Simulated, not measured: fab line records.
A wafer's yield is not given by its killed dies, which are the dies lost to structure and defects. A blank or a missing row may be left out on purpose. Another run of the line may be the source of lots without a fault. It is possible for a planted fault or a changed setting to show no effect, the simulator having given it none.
Lot-split experiment | flow sfq-line | on a route of 325 steps: 5 lots, 23 wafers read

== ON THE SPLIT ==
At SFQ_TRILAYER_M5_LITHO_PEB_126 (peb time 60 s), the setting peb-time-s was moved away from the recipe's 60 s on 6 of the 23 wafers read, by +9.8% to +13.9%. For the rest of the wafers, this setting stayed at what the recipe calls for.

== FROM SPLIT TO READING: 1 step shown by the file between the two ==
- SFQ_TRILAYER_M5_BARC_OPEN_METAL_ETCH_161: etches BARC in O2, target depth 125 nm, time 41.7 s (also split here: icp-w)

== THE READING ==
M5.cd-nm (the simulator's own value, which no gauge read), in nm, at SFQ_TRILAYER_M5_ETCH_METAL_ETCH_126 (etches Nb in Cl2/BCl3, stops on SiO2, time 203.2 s, target depth 265 nm). The file gives no usual value for it. Across the 17 wafers here that went through the recipe, the average is 698.5 nm and the standard deviation 1.8 nm.

wafer  | tool, chamber at the split | peb-time-s as run, s | against the recipe | M5.cd-nm, nm | against lot-mates on the recipe
L076.2 | litho-track-01, 0          | 65.88                | +9.8%              | 684.1        | -13.0
L076.3 | litho-track-01, 0          | 60                   | recipe             | 695.6        | -
L076.4 | litho-track-01, 0          | 65.88                | +9.8%              | 685.8        | -11.3
L076.5 | litho-track-01, 0          | 60                   | recipe             | 699.3        | -
L076.6 | litho-track-01, 0          | 60                   | recipe             | 696.5        | -
L077.1 | litho-track-02, 0          | 60                   | recipe             | 699.6        | -
L077.2 | litho-track-02, 0          | 60                   | recipe             | 698.6        | -
L077.3 | litho-track-02, 0          | 68.36                | +13.9%             | 683.5        | -15.1
L077.4 | litho-track-02, 0          | 60                   | recipe             | 697.6        | -
L077.6 | litho-track-02, 0          | 68.36                | +13.9%             | 682          | -16.6
L079.2 | litho-track-01, 0          | 60                   | recipe             | 700.6        | -
L079.4 | litho-track-01, 0          | 60                   | recipe             | 700.7        | -
L079.6 | litho-track-01, 0          | 60                   | recipe             | 702.2        | -
L082.1 | litho-track-03, 0          | 60                   | recipe             | 699.5        | -
L082.3 | litho-track-03, 0          | 60                   | recipe             | 698.9        | -
L082.4 | litho-track-03, 0          | 60                   | recipe             | 698.7        | -
L082.5 | litho-track-03, 0          | 60                   | recipe             | 696.6        | -
L082.6 | litho-track-03, 0          | 60                   | recipe             | 698.6        | -
L084.1 | litho-track-01, 0          | 60                   | recipe             | 695          | -
L084.2 | litho-track-01, 0          | 60                   | recipe             | 699          | -
L084.3 | litho-track-01, 0          | 66.84                | +11.4%             | 685.3        | -11.8
L084.4 | litho-track-01, 0          | 60                   | recipe             | 697.4        | -
L084.5 | litho-track-01, 0          | 66.84                | +11.4%             | 684.7        | -12.4

FIT RESULTS
A straight line over all 23 wafers: M5.cd-nm changes by -1.2 nm for each +1% of peb-time-s; r = -0.96; the points scatter about the line by 1.8 nm.
The same after taking each lot's own level away (the mean of its wafers on the recipe; 23 wafers): -1.14 nm for each +1%; r = -0.98; scatter 1.2 nm.
According to that fit, moving peb-time-s by its largest amount changes the reading by 16 nm.
Measured against the standard deviation above, the lots' own levels, which go from 697.13 to 701.17 nm, span 2.2 times it.
So the lot-to-lot level changes the slope little: the two slopes agree.
Check: with one of the wafers moved furthest among these (+13.9%) left out of the fit, the line predicts -16.1 nm for it against its lot-mates. Against them it came out at -15.1 nm.

== OTHER SPLITS APPLIED TO THESE WAFERS ==
Other splits were also applied to these wafers ahead of the reading. Each is held against what the fit with the lots' levels taken away leaves over:
other split on the same wafers                    | wafers away from the commonest value | r with M5.cd-nm (lot level and that fit taken away)
SFQ_TRILAYER_I4_DEP_PECVD_099 time-s              | 5                                    | +0.03
SFQ_TRILAYER_I4_VIA_LITHO_PEB_106 peb-time-s      | 8                                    | +0.14
SFQ_TRILAYER_I4_VIA_BARC_OPEN_VIA_ETCH_146 time-s | 11                                   | +0.01
SFQ_TRILAYER_JJ_TRILAYER_DEP_SPUTTER_109 power-w  | 8                                    | +0.21
SFQ_TRILAYER_JJ_CE_LITHO_PEB_117 peb-time-s       | 5                                    | -0.07
SFQ_TRILAYER_M5_BARC_OPEN_METAL_ETCH_161 icp-w    | 4                                    | +0.07

== THE WHOLE CHAIN: every reading that the file lists as answering this split, in the file's order ==
step                                     | what it does                                                            | reading                                                   | change (the file's fit)              | r (the file's)
SFQ_TRILAYER_M5_BARC_OPEN_METAL_ETCH_161 | etches BARC in O2, target depth 125 nm, time 41.7 s                     | M5.cd-nm (the simulator's own value, which no gauge read) | -1.25 nm for each +1% of the setting | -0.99
SFQ_TRILAYER_M5_ETCH_METAL_ETCH_126      | etches Nb in Cl2/BCl3, stops on SiO2, time 203.2 s, target depth 265 nm | M5.cd-nm (the simulator's own value, which no gauge read) | -1.14 nm for each +1% of the setting | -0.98

== THE FILE'S OWN FIT ==
M5.cd-nm changes by -1.14 nm for each +1% of peb-time-s, r = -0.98.
